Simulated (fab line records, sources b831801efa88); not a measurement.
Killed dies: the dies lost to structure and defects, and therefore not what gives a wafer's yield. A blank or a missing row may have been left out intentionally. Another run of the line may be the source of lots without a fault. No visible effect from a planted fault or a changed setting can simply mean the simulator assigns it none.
fab line records -- flow gf180mcu
record: lots: 5, wafers: 14, last-day: 34
route steps=602 shown V1@350 M2@362
lots untouched by any fault: they come from a run of this same line in which no faults occurred
start-h: start of the lot's first displayed wafer, in hours after the record's first day -- wait-h: how many hours have passed since the lot's step before this one -- " same as the row above -- L1.1+2: a row that stands for several wafers -- - either no value or no given start -- * or withheld: withheld -- < > ~ a bound
route shown NAME@n: a module of which the file shows steps, and the number in the route of the first -- usual: mean/standard deviation of fault-free wafers -- same: alike in all rows -- chamber/n: place in a boat -- sites: readings site by site -- _std_site: how widely they spread, as a standard deviation -- _edge_site: outer sites' mean less inner sites' -- radius-mm: how far each site lies from the wafer's centre -- mask NAME#n: copy n -- behind: the last tool/chamber to shape the wafer -- hold: the reason the lot was held/the length of the hold in hours/how it ended -- device: the n, p or np transistor that did not switch -- end of line: at the end of the route, the tests of the same wafers -- a step given without rows: its recipe and nothing more -- killed: at the first sort, the dies lost to defects and structure; wafer yield is something else -- map: a wafer's dies, marking killed ones x, the rest . and places with no die _
set.NAME: the setting that was run; set.NAME@STEP: the one run at that earlier step -- model.NAME: the simulator's own value behind a step, which no gauge read
certain route steps with their lots: each step a table, each wafer a row
services: when a tool's chamber went out of use (start-h, in hours from the record's first day, below 0 if earlier), for how many hours, and the reason
== steps ==
step: GF_V1_OVL_MEAS_15
usual: V1_OVL: 4/5.6
lot.wafer,tool,chamber,start-h,wait-h,V1_OVL[nm]
L742.1,overlay-01,-,409.70,0.1,-1
L742.3,overlay-01,-,409.70,0.1,12
L742.4,overlay-01,-,409.70,0.1,2
L753.1,overlay-02,-,514.39,0.1,8
L753.4,overlay-02,-,514.39,0.1,11
L755.2,overlay-02,-,530.96,0.1,5
L755.4,overlay-02,-,530.96,0.1,0
L755.5,overlay-02,-,530.96,0.1,-6
L764.2,overlay-02,-,602.00,0.1,9
L764.4,overlay-02,-,602.00,0.1,10
L764.6,overlay-02,-,602.00,0.1,8
L765.3,overlay-02,-,613.22,0.1,-1
L765.4,overlay-02,-,613.22,0.1,3
L765.5,overlay-02,-,613.22,0.1,4
step: GF_V1_ETCH_16
recipe: chemistry: N2/H2, target-depth-a: withheld, overetch-a: withheld, time-s: withheld, target: BARC, ion-energy-ev: 200, source-w: 500, bias-w: 100, pressure-mtorr: 30, n2-flow-sccm: 100, h2-flow-sccm: 200
usual: drypump-motor-current-A: 5.6/0.38, n2-flow-sccm: 100.01/0.3, oes-product-au: 0.856/0.0045, rf-fwd-power-W: 494.0/2.4, throttle-valve-pct: 13.227/0.0095
lot.wafer,tool,chamber,start-h,wait-h,drypump-motor-current-A,n2-flow-sccm,oes-product-au,rf-fwd-power-W,throttle-valve-pct
L742.1,rie-diel-03,3,409.73,0.0,5.1,100.13,0.850,497.0,13.241
L742.3,rie-diel-03,0,409.73,0.0,5.7,99.77,0.852,492.9,13.218
L742.4,rie-diel-03,0,409.73,0.0,5.7,100.10,0.851,495.2,13.240
L753.1,rie-diel-04,0,514.43,0.0,6.3,100.04,0.852,493.6,13.234
L753.4,rie-diel-04,1,514.43,0.0,5.1,100.04,0.853,491.8,13.217
L755.2,rie-diel-04,1,530.99,0.0,5.1,99.53,0.861,494.5,13.235
L755.4,rie-diel-04,0,530.99,0.0,6.3,99.75,0.858,498.8,13.227
L755.5,rie-diel-04,2,530.99,0.0,5.3,100.05,0.849,493.4,13.233
L764.2,rie-diel-03,0,602.03,0.0,5.7,99.62,0.864,492.5,13.243
L764.4,rie-diel-03,3,602.03,0.0,5.1,100.27,0.847,496.1,13.241
L764.6,rie-diel-03,2,602.03,0.0,5.8,100.20,0.856,488.5,13.237
L765.3,rie-diel-03,0,613.24,0.0,5.7,99.91,0.853,490.6,13.213
L765.4,rie-diel-03,2,613.24,0.0,5.8,99.71,0.861,490.0,13.222
L765.5,rie-diel-03,2,613.24,0.0,5.8,99.53,0.858,490.7,13.230
step: GF_V1_ETCH_17
recipe: chemistry: C4F8/O2/Ar, mask-material: KrF, target: SiO2, stop-on: TiN, source-w: 1500, bias-w: 1200, pressure-mtorr: 40, c4f8-flow-sccm: withheld, O2_flow_sccm: 6, Ar_flow_sccm: 300, time-s: withheld, target-depth-a: 6300
usual: oes-product-au: 0.856/0.0046, rf-fwd-power-W: 1492/5.1
lot.wafer,tool,chamber,start-h,wait-h,oes-product-au,rf-fwd-power-W
L742.1,rie-diel-03,3,-,-,0.864,1492
L742.3,rie-diel-03,0,-,-,0.862,1496
L742.4,rie-diel-03,0,-,-,0.855,1496
L753.1,rie-diel-04,0,-,-,0.860,1494
L753.4,rie-diel-04,1,-,-,0.861,1486
L755.2,rie-diel-04,1,-,-,0.861,1493
L755.4,rie-diel-04,0,-,-,0.862,1497
L755.5,rie-diel-04,2,-,-,0.857,1494
L764.2,rie-diel-03,0,-,-,0.856,1483
L764.4,rie-diel-03,3,-,-,0.854,1495
L764.6,rie-diel-03,2,-,-,0.854,1497
L765.3,rie-diel-03,0,-,-,0.850,1486
L765.4,rie-diel-03,2,-,-,0.862,1486
L765.5,rie-diel-03,2,-,-,0.846,1489
step: GF_V1_STRIP_18
recipe: chemistry: O2/N2, power-w: 1400, pressure-mtorr: 1500, platen-temp-c: 250, o2-flow-sccm: 3000, n2-flow-sccm: 300, overash-fraction: 0.5
usual: drypump-motor-current-A: 5.9/0.41, heater-power-w: 332/28, n2-flow-sccm: 300.0/0.91, oes-product-au: 0.592/0.0046, platen-temp-c: 249.99/0.18
lot.wafer,tool,chamber,start-h,wait-h,drypump-motor-current-A,heater-power-w,n2-flow-sccm,oes-product-au,platen-temp-c,rf-hours-counter-h
L742.1,plasma-asher-04,0,409.86,-,5.6,315,298.4,0.587,249.73,30
L742.3,plasma-asher-04,0,409.86,-,5.6,317,299.3,0.596,249.89,-
L742.4,plasma-asher-04,1,409.86,-,6.5,371,301.2,0.596,249.88,-
L753.1,plasma-asher-01,0,514.55,-,5.3,350,299.4,0.594,250.04,88
L753.4,plasma-asher-01,0,514.55,-,5.3,347,298.7,0.590,250.04,-
L755.2,plasma-asher-02,0,531.12,-,6.3,318,300.0,0.599,249.90,75
L755.4,plasma-asher-02,0,531.12,-,6.3,324,299.3,0.593,249.96,-
L755.5,plasma-asher-02,0,531.12,-,6.2,307,299.3,0.599,249.98,-
L764.2,plasma-asher-02,0,602.15,-,6.2,309,299.6,0.591,249.81,82
L764.4,plasma-asher-02,0,602.15,-,6.2,319,301.6,0.595,249.82,-
L764.6,plasma-asher-02,0,602.15,-,6.2,325,300.8,0.595,250.29,-
L765.3,plasma-asher-02,0,613.40,-,6.2,322,299.6,0.591,250.07,-
L765.4,plasma-asher-02,1,613.40,-,5.7,291,300.5,0.587,249.94,-
L765.5,plasma-asher-02,0,613.40,-,6.2,317,299.8,0.595,249.80,-
step: GF_V1_STRIP_19
recipe: chemistry: post-etch-residue-remover, time-s: 1200, temp-c: 72.5
step: GF_V1_CLEAN_20
recipe: chemistry: DIW, dry: n2-spin
step: GF_V1_SPUTTER_21
recipe: material: Ti, target-thk-nm: 15, chamber-pressure-pa: 5, power-w: 2500, substrate-temp-c: 200, time-s: 80.02
step: GF_V1_SPUTTER_22
recipe: material: TiN, target-thk-nm: 10, chamber-pressure-pa: 5, power-w: 4000, time-s: 40
usual: throttle-valve-pct: 30.1/0.72
lot.wafer,tool,chamber,start-h,wait-h,throttle-valve-pct
L742.1,pvd-sputter-03,-,410.47,0.0,29.7
L742.3,pvd-sputter-03,-,410.47,0.0,29.0
L742.4,pvd-sputter-03,-,410.47,0.0,30.7
L753.1,pvd-sputter-03,-,515.16,0.0,30.5
L753.4,pvd-sputter-03,-,515.16,0.0,30.7
L755.2,pvd-sputter-02,-,532.06,0.0,30.6
L755.4,pvd-sputter-02,-,532.06,0.0,29.2
L755.5,pvd-sputter-02,-,532.06,0.0,30.3
L764.2,pvd-sputter-02,-,602.75,0.0,28.9
L764.4,pvd-sputter-02,-,602.75,0.0,30.2
L764.6,pvd-sputter-02,-,602.75,0.0,30.3
L765.3,pvd-sputter-04,-,614.09,0.0,31.7
L765.4,pvd-sputter-04,-,614.09,0.0,30.5
L765.5,pvd-sputter-04,-,614.09,0.0,30.0
step: GF_V1_CVD_23
recipe: material: W, target-thk-nm: 350, time-s: 105.05, temp-c: 400, pressure-torr: 40
step: GF_V1_RS_MEAS_24
recipe: thk-meas-gauge: four-point-probe, reads: W_of_V1_CVD_23+TiN_of_V1_SPUTTER_22+Ti_of_V1_SPUTTER_21
usual: V1_W_RS: 0.328/0.004
lot.wafer,tool,chamber,start-h,wait-h,V1_W_RS[ohm/sq]
L742.1,film-metro-02,-,410.62,0.1,0.325
L742.3,film-metro-02,-,410.62,0.1,0.327
L742.4,film-metro-02,-,410.62,0.1,0.329
L753.1,film-metro-03,-,515.31,0.1,0.332
L753.4,film-metro-03,-,515.31,0.1,0.325
L755.2,film-metro-02,-,532.23,0.1,0.332
L755.4,film-metro-02,-,532.23,0.1,0.331
L755.5,film-metro-02,-,532.23,0.1,0.331
L764.2,film-metro-03,-,602.92,0.1,0.320
L764.4,film-metro-03,-,602.92,0.1,0.324
L764.6,film-metro-03,-,602.92,0.1,0.320
L765.3,film-metro-04,-,614.28,0.1,0.321
L765.4,film-metro-04,-,614.28,0.1,0.318
L765.5,film-metro-04,-,614.28,0.1,0.318
step: GF_V1_THK_MEAS_25
recipe: thk-meas-gauge: xrf, reads: W_of_V1_CVD_23
usual: V1_W_THK: 344/5.2
lot.wafer,tool,chamber,start-h,wait-h,V1_W_THK[nm]
L742.1,film-metro-02,-,410.74,0.1,342
L742.3,film-metro-02,-,410.74,0.1,342
L742.4,film-metro-02,-,410.74,0.1,339
L753.1,film-metro-03,-,515.43,0.1,340
L753.4,film-metro-03,-,515.43,0.1,344
L755.2,film-metro-02,-,532.34,0.1,337
L755.4,film-metro-02,-,532.34,0.1,339
L755.5,film-metro-02,-,532.34,0.1,340
L764.2,film-metro-03,-,603.03,0.1,356
L764.4,film-metro-03,-,603.03,0.1,353
L764.6,film-metro-03,-,603.03,0.1,356
L765.3,film-metro-04,-,614.38,0.1,351
L765.4,film-metro-04,-,614.38,0.1,352
L765.5,film-metro-04,-,614.38,0.1,354
step: GF_V1_CMP_26
recipe: stop-on: SiO2, down-force-psi: 3.5, platen-rpm: 60, t-overpolish-s: 15, target-thk-nm: 0, pad-velocity-m-s: 0.94248
usual: motor-current-A: 10.8/0.77, overpolish-run-s: 15.000/0.0092, time-to-endpoint-s: 84.5/2.8
lot.wafer,tool,chamber,start-h,wait-h,motor-current-A,overpolish-run-s,time-to-endpoint-s
L742.1,cmp-01,0,410.80,0.1,10.3,14.999,85.8
L742.3,cmp-01,1,410.80,0.1,11.1,14.997,84.1
L742.4,cmp-01,3,410.80,0.1,9.9,14.984,84.6
L753.1,cmp-01,0,515.59,0.1,10.6,14.987,82.8
L753.4,cmp-01,1,515.59,0.1,11.0,15.008,87.3
L755.4,cmp-01,1,532.39,0.0,10.7,15.001,88.6
L755.2,cmp-01,0,532.39,0.0,10.8,15.001,85.8
L755.5,cmp-01,1,532.39,0.0,11.1,15.012,86.0
L764.2,cmp-01,2,603.13,0.1,12.0,15.012,88.4
L764.4,cmp-01,0,603.13,0.1,10.6,15.001,90.1
L764.6,cmp-01,1,603.13,0.1,10.6,14.992,89.0
L765.3,cmp-01,1,614.42,0.0,11.1,14.999,89.6
L765.4,cmp-01,3,614.42,0.0,10.0,15.007,86.4
L765.5,cmp-01,1,614.42,0.0,11.2,14.993,88.7
step: GF_M2_SPUTTER_00
recipe: material: Ti, target-thk-nm: 37.5, arriving-ion-energy-ev: 80, substrate-temp-c: 200, chamber-pressure-pa: 2, power-w: 4000, time-s: 150
usual: throttle-valve-pct: 29.9/0.66
lot.wafer,tool,chamber,start-h,wait-h,throttle-valve-pct,model.Ti_of_M2_SPUTTER_00.thk-nm
L742.1,pvd-sputter-04,-,411.10,0.2,31.9,37.2
L742.3,pvd-sputter-04,-,411.10,0.2,30.6,37.47
L742.4,pvd-sputter-04,-,411.10,0.2,29.6,37.3
L753.1,pvd-sputter-01,-,515.79,0.1,29.5,38.13
L753.4,pvd-sputter-01,-,515.79,0.1,30.3,63.41
L755.2,pvd-sputter-03,-,532.69,0.1,29.4,38.66
L755.4,pvd-sputter-03,-,532.69,0.1,31.1,38.58
L755.5,pvd-sputter-03,-,532.69,0.1,30.6,38.34
L764.2,pvd-sputter-01,-,603.38,0.2,30.2,37.07
L764.4,pvd-sputter-01,-,603.38,0.2,29.1,37.11
L764.6,pvd-sputter-01,-,603.38,0.2,29.6,37.09
L765.3,pvd-sputter-01,-,614.72,0.2,30.0,37.24
L765.4,pvd-sputter-01,-,614.72,0.2,29.7,37.54
L765.5,pvd-sputter-01,-,614.72,0.2,29.3,36.9
step: GF_M2_SPUTTER_01
recipe: material: TiN, target-thk-nm: 30, power-w: 6500, time-s: 25, chamber-pressure-pa: 0.4
== services ==
tool,chamber,start-h,hours,kind
rie-diel-03,1,388.90,-,clean
rie-diel-03,1,388.90,23.6,scheduled-down
rie-diel-03,1,388.90,23.6,vent-cycle
rie-diel-04,1,431.32,8.0,repair
cmp-01,-,452.62,0.2,repair
rie-diel-03,1,459.77,21.7,repair
cmp-01,-,462.24,1.6,repair
pvd-sputter-04,-,468.70,5.2,repair
pvd-sputter-01,-,477.87,5.1,repair
rie-diel-04,-,479.34,14.6,pm
rie-diel-03,-,481.73,0.3,repair
pvd-sputter-04,-,491.37,1.8,repair
pvd-sputter-03,-,515.90,1.9,repair
pvd-sputter-01,-,558.45,2.4,repair
cmp-01,-,562.74,6.3,pm
pvd-sputter-03,-,568.47,1.4,repair
pvd-sputter-01,-,571.47,1.0,repair
cmp-01,-,572.00,4.0,pm
cmp-01,-,576.00,-,consumable-replace:conditioner
plasma-asher-01,-,585.90,3.0,repair
rie-diel-03,2,586.66,5.7,repair
rie-diel-03,-,587.67,4.2,repair
pvd-sputter-03,-,604.82,5.8,repair
cmp-01,-,607.15,0.9,repair
== key ==
first-sign none at tools or gauges
model-effect: step: GF_M2_SPUTTER_00, value: Ti_of_M2_SPUTTER_00.thk-nm, without: 37.52, struck: 63.41
met-at GF_M2_SPUTTER_00
struck-wafers L753.4
fault: kind: process-parameter-drift, tool: pvd-sputter-01, chamber: -, onset-h: 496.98, steps: GF_M2_SPUTTER_00, channel: target-thk-nm, offset: 25.887, shape: step, end-h: 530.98, scope: struck-wafers-only, acts-in: these-recipes-only, stated: 37.5
